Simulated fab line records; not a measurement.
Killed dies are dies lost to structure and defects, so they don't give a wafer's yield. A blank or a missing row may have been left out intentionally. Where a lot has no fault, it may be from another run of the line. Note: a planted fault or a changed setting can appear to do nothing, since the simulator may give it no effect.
fab line records | flow sfqLine
record lots=6 wafers=17 lastDay=81
route steps=325 shown M1@72 I1@73
lots that met no fault: from a run of the same line without faults
startH: hours from the record's first day to the start of the lot's first wafer shown | waitH: how many hours have passed since the lot's step before this one | " repeats the value in the row above | L1.1+2: a single row standing in for several wafers | - value missing, or start not given | * or withheld: withheld | < > ~ a bound
route shown NAME@n: names a module that has steps shown in the file, with the first one's number in the route | usual: mean/standard deviation of fault-free wafers | same: alike in all rows | chamber/n: place in a boat | sites: the reading at each site | _std_site: standard deviation of those values | _edge_site: the outer-site mean with the inner-site mean subtracted | radiusMm: how far each site lies from the wafer's centre | mask NAME#n: copy n | behind: the tool/chamber that last shaped the wafer | hold: reason for holding the lot/hours on hold/outcome of the hold | device: whichever transistor did not switch (one of n, p or np) | end of line: the same wafers' tests at the end of the route | for a step that has no rows: nothing shown but its recipe | killed: dies that structure and defects cost at the first sort, which is not the same as the wafer's yield | map: shows each die of a wafer: x if killed, . if not, _ if none is there
set.NAME: the setting the step ran with; set.NAME@STEP: the setting that earlier step ran with | model.NAME: the simulator's own value behind a step, which no gauge read
a table for each step, a row for each wafer; lots at some steps of the route
services: a tool's chamber out of use, with start hour (startH, from the record's first day; less than 0 if before it), hours out, and reason
## steps
# step SFQ_TRILAYER_M1_STRIP_SOLV_CLEAN_044
# recipe chemistry=NMP tempC=70 timeS=600
# step SFQ_TRILAYER_I1_DEP_PECVD_045
# recipe material=SiO2 tempC=150 timeS=111.11 pressureTorr=2.4 rfW=183.3 precursor=SiH4/N2O targetThkNm=500
# usual heaterPowerW=80/7.5 rfFwdPowerW=182.4/0.61 susceptorTempC=150.02/0.14 throttleValvePct=26.0/2.3
# same timeS=111.11
# columns lot.wafer tool chamber startH waitH heaterPowerW rfFwdPowerW susceptorTempC throttleValvePct
L828.3 pecvd-02 0 416.84 0.0 84 182.2 150.16 26.0
L828.5 " 0 " " 88 183.6 149.79 26.1
L828.6 " 2 " " 66 183.5 149.92 25.0
L831.2 pecvd-02 0 425.98 0.0 88 183.0 150.21 26.3
L831.3 " 2 " " 73 182.9 149.98 24.9
L831.6 " 0 " " 89 183.0 150.03 26.1
L833.2 pecvd-02 1 432.40 0.0 75 181.4 149.90 27.3
L833.5 " 0 " " 83 183.9 150.22 26.1
L833.6 " 1 " " 82 182.3 149.98 27.1
L837.2 pecvd-03 0 442.44 0.0 77 183.6 149.87 30.3
L837.3 " 2 " " 79 182.8 150.03 27.3
L837.4 " 2 " " 85 182.8 150.04 27.3
L841.5 pecvd-03 0 453.61 0.0 81 182.4 149.76 30.1
L841.6 " 2 " " 84 182.5 149.90 27.5
L842.2 pecvd-03 0 456.58 0.0 83 182.7 149.98 30.3
L842.3 " 1 " " 84 182.5 150.03 24.2
L842.6 " 0 " " 85 181.7 150.02 30.3
# step SFQ_TRILAYER_I1_CMP_CMP_046
# recipe material=SiO2 downForcePsi=3 platenRpm=60 padVelocityMS=0.94248
# usual edgeZonePressureFrac=1.000/0.0047 motorCurrentA=10.2/0.89 timeToEndpointS=215/6.8
# columns lot.wafer tool chamber startH waitH edgeZonePressureFrac motorCurrentA timeToEndpointS
L828.3 cmp-01 0 417.63 0.8 1.010 11.4 204
L828.6 " 0 419.63 2.7 1.004 11.8 212
L828.5 " 1 " " 1.000 11.9 203
L831.3 cmp-02 2 426.05 0.0 0.996 9.7 220
L831.2 " 0 427.05 1.0 1.000 10.6 214
L831.6 " 3 428.55 2.5 1.001 10.0 215
L833.2 cmp-02 3 434.77 2.3 1.005 10.1 207
L833.6 " 2 436.27 3.8 1.005 10.0 222
L833.5 " 3 " " 1.005 10.2 213
L837.4 cmp-02 1 442.51 0.0 0.996 9.2 224
L837.3 " 2 " " 0.995 9.4 212
L837.2 " 0 444.01 1.5 0.993 10.3 213
L841.6 cmp-01 2 455.65 2.0 1.005 9.8 213
L841.5 " 3 " " 0.998 11.1 216
L842.3 cmp-01 2 463.15 6.5 0.996 9.9 209
L842.2 " 0 464.15 7.5 0.988 11.4 215
L842.6 " 1 " " 0.994 11.3 210
# step SFQ_I1_BOW_MEAS_912
# recipe mode=bow
# usual I1_BOW=1/7.9
# columns lot.wafer tool chamber startH waitH I1_BOW[um]
L828.3 filmMetro-01 - 420.67 2.5 -15
L828.5 " - " " 5
L828.6 " - " " 4
L831.2 filmMetro-04 - 429.07 1.5 11
L831.3 " - " " 10
L831.6 " - " " -1
L833.2 filmMetro-02 - 437.29 2.0 3
L833.5 " - " " 9
L833.6 " - " " 10
L837.2 filmMetro-01 - 445.53 1.0 6
L837.3 " - " " 7
L837.4 " - " " 0
L841.5 filmMetro-01 - 456.73 0.1 4
L841.6 " - " " -1
L842.2 filmMetro-01 - 465.67 1.0 -5
L842.3 " - " " 6
L842.6 " - " " 3
# step SFQ_TRILAYER_I1_METRO_MEASURE_047
# usual thkNm=199.9/0.91
# columns lot.wafer tool chamber startH waitH thkNm
L828.3 filmMetro-01 - 421.15 0.5 201.2
L828.5 " - " " 199.1
L828.6 " - " " 199.7
L831.2 filmMetro-04 - 429.37 0.3 199.6
L831.3 " - " " 199.3
L831.6 " - " " 199.5
L833.2 filmMetro-02 - 437.59 0.3 199.2
L833.5 " - " " 198.1
L833.6 " - " " 199.3
L837.2 filmMetro-01 - 445.83 0.3 198.9
L837.3 " - " " 200.0
L837.4 " - " " 199.9
L841.5 filmMetro-01 - 457.57 0.8 199.8
L841.6 " - " " 199.8
L842.2 filmMetro-01 - 465.97 0.3 202.0
L842.3 " - " " 199.8
L842.6 " - " " 200.5
# step SFQ_TRILAYER_I1_VIA_LITHO_COAT_054
# recipe resist=BARC spinRpm=3000 resistThkNm=62
# step SFQ_TRILAYER_I1_VIA_LITHO_COAT_049
# recipe resist=KrF spinRpm=3000 resistThkNm=650
# step SFQ_TRILAYER_I1_VIA_LITHO_SOFTBAKE_053
# recipe tempC=withheld timeS=withheld resist=KrF
# step SFQ_TRILAYER_I1_VIA_LITHO_EXPOSE_050
# recipe maskId=I1 na=0.6 sourceShape=conventional sigmaOuter=0.65 targetCdNm=500 doseMj=21.3
# step SFQ_TRILAYER_I1_VIA_LITHO_PEB_052
# recipe pebTempC=115 pebTimeS=60 resist=KrF
# step SFQ_TRILAYER_I1_VIA_LITHO_DEVELOP_051
# recipe timeS=60 resist=KrF
# step SFQ_I1_OVL_MEAS_913
# usual I1_OVL=4/5.5
# columns lot.wafer tool chamber startH waitH I1_OVL[nm]
L828.3 overlay-02 - 584.13 0.1 1
L828.5 " - " " 5
L828.6 " - " " 2
L831.2 overlay-02 - 592.52 0.1 11
L831.3 " - " " 8
L831.6 " - " " 7
L833.2 overlay-01 - 599.72 0.1 4
L833.5 " - " " 8
L833.6 " - " " 2
L837.2 overlay-02 - 605.72 0.1 8
L837.3 " - " " 4
L837.4 " - " " 4
L841.5 overlay-02 - 610.54 0.0 5
L841.6 " - " " 5
L842.2 overlay-02 - 611.72 0.1 4
L842.3 " - " " 6
L842.6 " - " " 7
# step SFQ_TRILAYER_I1_VIA_BARC_OPEN_VIA_ETCH_071
# recipe maskMaterial=PR chemistry=O2 targetDepthNm=125 target=BARC sourceW=500 biasW=80 pressureMtorr=30 timeS=41.7
# usual drypumpMotorCurrentA=5.7/0.58 oesProductAu=0.685/0.0047 rfFwdPowerW=494.5/1.8 runLengthS=70.3/0.44
# columns lot.wafer tool chamber startH waitH drypumpMotorCurrentA oesProductAu rfFwdPowerW rfHoursCounterH runLengthS model.KrF_of_TRILAYER_I1_VIA_LITHO_COAT_049.thkNm
L828.3 rieDiel-01 2 584.15 0.0 5.1 0.686 496.5 5 70.3 571.2
L828.5 " 0 " " 6.6 0.687 496.0 - 69.2 571.2
L828.6 " 1 " " 4.8 0.688 495.7 - 70.3 572.6
L831.2 rieDiel-04 2 592.55 0.0 6.1 0.686 492.6 73 70.2 574.5
L831.3 " 3 " " 5.5 0.689 496.3 9 70.3 570.4
L831.6 " 3 " " 5.6 0.695 495.4 - 70.5 571.6
L833.2 rieDiel-04 2 599.75 0.0 6.1 0.682 493.9 73 70.3 576.6
L833.5 " 1 " " 5.4 0.685 495.9 - 70.5 575.3
L833.6 " 2 " " 6.1 0.690 492.8 - 69.6 575.6
L837.2 rieDiel-04 1 605.75 0.0 5.4 0.687 495.5 74 70.6 576.1
L837.3 " 3 " " 5.5 0.752 - 9 66.5 579.8
L837.4 " 2 " " 6.1 0.678 494.5 73 69.8 577
L841.5 rieDiel-04 1 610.57 0.0 5.4 0.752 - - 66.3 580.4
L841.6 " 2 " " 6.1 0.686 492.1 - 69.9 576.8
L842.2 rieDiel-03 0 611.75 0.0 6.4 0.691 492.6 16 70.7 572.8
L842.3 " 1 " " 5.6 0.697 494.7 7 69.8 573.9
L842.6 " 2 " " 6.3 0.696 492.2 - 70.6 572.9
# step SFQ_TRILAYER_I1_VIA_ETCH_VIA_ETCH_052
# recipe target=SiO2 stopOn=Nb maskMaterial=PR taperDeg=20 chemistry=CHF3 targetDepthNm=260 sourceW=500 biasW=80 pressureMtorr=30 timeS=withheld
# usual drypumpMotorCurrentA=5.7/0.58 oesProductAu=0.854/0.0053 rfFwdPowerW=497.9/1.6
# columns lot.wafer tool chamber startH waitH drypumpMotorCurrentA oesProductAu rfFwdPowerW model.KrF_of_TRILAYER_I1_VIA_LITHO_COAT_049.thkNm
L828.3 rieDiel-01 2 584.19 0.0 5.1 0.846 498.1 524.9
L828.5 " 0 " " 6.6 0.847 497.5 525.7
L828.6 " 1 " " 4.8 0.861 499.2 528.4
L831.2 rieDiel-04 2 592.59 0.0 6.1 0.855 497.2 531.5
L831.3 " 3 " " 5.6 0.853 497.1 525.4
L831.6 " 3 " " 5.5 0.843 497.4 526.9
L833.2 rieDiel-04 2 599.79 0.0 6.1 0.859 497.7 533.7
L833.5 " 1 " " 5.3 0.840 497.7 531.9
L833.6 " 2 " " 6.1 0.852 497.3 533.1
L837.2 rieDiel-04 1 605.79 0.0 5.4 0.858 499.8 532.5
L837.3 " 3 " " 5.5 0.855 499.4 534.6
L837.4 " 2 " " 6.1 0.851 498.3 534.1
L841.5 rieDiel-04 1 610.65 0.1 5.4 0.857 500.0 536.4
L841.6 " 2 " " 6.1 0.854 498.4 533.3
L842.2 rieDiel-03 0 611.79 0.0 6.5 0.859 497.6 528
L842.3 " 1 " " 5.6 0.850 497.2 529.1
L842.6 " 2 " " 6.3 0.854 496.2 528.3
# step SFQ_TRILAYER_I1_VIA_STRIP_STRIP_053
# recipe gas=O2 powerW=200 platenTempC=40 overashFraction=0.65 chemistry=O2 pressureMtorr=50
# usual drypumpMotorCurrentA=5.8/0.42 oesProductAu=0.995/0.0078
# same overashFraction=0.65
# columns lot.wafer tool chamber startH waitH drypumpMotorCurrentA oesProductAu rfHoursCounterH
L828.3 rieMetal-04 1 584.51 - 5.7 1.013 -
L828.5 " 0 " " 6.3 1.015 -
L828.6 " 1 " " 5.7 1.010 -
L831.2 rieMetal-01 1 592.71 - 5.7 0.991 138
L831.3 " 1 " " 5.8 0.983 -
L831.6 " 0 " " 5.8 0.988 -
L833.2 rieMetal-02 1 599.91 - 5.2 0.999 80
L833.5 " 1 " " 5.2 0.996 -
L833.6 " 0 " " 6.5 1.005 -
L837.2 rieMetal-02 1 605.91 - 5.2 1.003 81
L837.3 " 0 " " 6.5 0.998 -
L837.4 " 1 " " 5.2 1.002 -
L841.5 rieMetal-02 0 611.11 - 6.5 0.999 -
L841.6 " 1 " " 5.2 0.997 -
L842.2 rieMetal-01 1 611.91 - 5.7 0.993 141
L842.3 " 1 " " 5.8 0.988 -
L842.6 " 0 " " 5.7 1.005 -
## services
# columns tool chamber startH hours kind
rieDiel-04 3 402.94 5.6 repair
cmp-01 - 410.63 4.0 pm
cmp-01 - 415.03 1.9 repair
rieMetal-02 0 435.59 19.1 repair
cmp-02 - 451.74 15.6 pm
filmMetro-01 - 455.23 0.8 pm
pecvd-02 1 457.95 4.7 repair
cmp-01 - 468.65 4.3 pm
rieDiel-04 - 481.08 0.8 repair
pecvd-02 - 487.06 14.6 pm
pecvd-03 0 487.79 24.3 repair
cmp-02 - 488.98 0.5 repair
rieMetal-02 - 510.70 0.5 repair
cmp-02 - 516.66 6.3 pm
cmp-02 - 521.74 0.6 repair
filmMetro-01 - 543.48 0.3 pm
rieDiel-04 0 557.24 2.5 repair
cmp-02 - 568.76 1.3 repair
cmp-02 - 573.41 4.0 pm
cmp-02 - 588.11 6.7 pm
cmp-02 - 596.20 2.4 repair
filmMetro-01 - 606.25 0.7 pm
rieDiel-04 0 608.31 15.2 repair
filmMetro-01 - 610.21 1.6 pm
## key
firstSign step=SFQ_TRILAYER_I1_VIA_BARC_OPEN_VIA_ETCH_071 reading=oesProductAu direction=up sigmas=14 usual=0.685 struck=0.752
effect step=SFQ_TRILAYER_I1_VIA_BARC_OPEN_VIA_ETCH_071 reading=runLengthS direction=down sigmas=9 usual=* struck=*
modelEffect step=SFQ_TRILAYER_I1_VIA_BARC_OPEN_VIA_ETCH_071 value=KrF_of_TRILAYER_I1_VIA_LITHO_COAT_049.thkNm without=574.5 struck=580.1
modelEffect step=SFQ_TRILAYER_I1_VIA_ETCH_VIA_ETCH_052 value=KrF_of_TRILAYER_I1_VIA_LITHO_COAT_049.thkNm without=529.9 struck=535.5
metAt SFQ_TRILAYER_I1_VIA_BARC_OPEN_VIA_ETCH_071
struckWafers L837.3,L841.5
onsetBetween 599.75 605.75
fault kind=processParameterDrift tool=rieDiel-04 chamber=- onsetH=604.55 steps=SFQ_TRILAYER_I1_VIA_BARC_OPEN_VIA_ETCH_071 channel=timeS offset=* shape=step endH=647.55 scope=struckWafersOnly actsIn=* stated=*
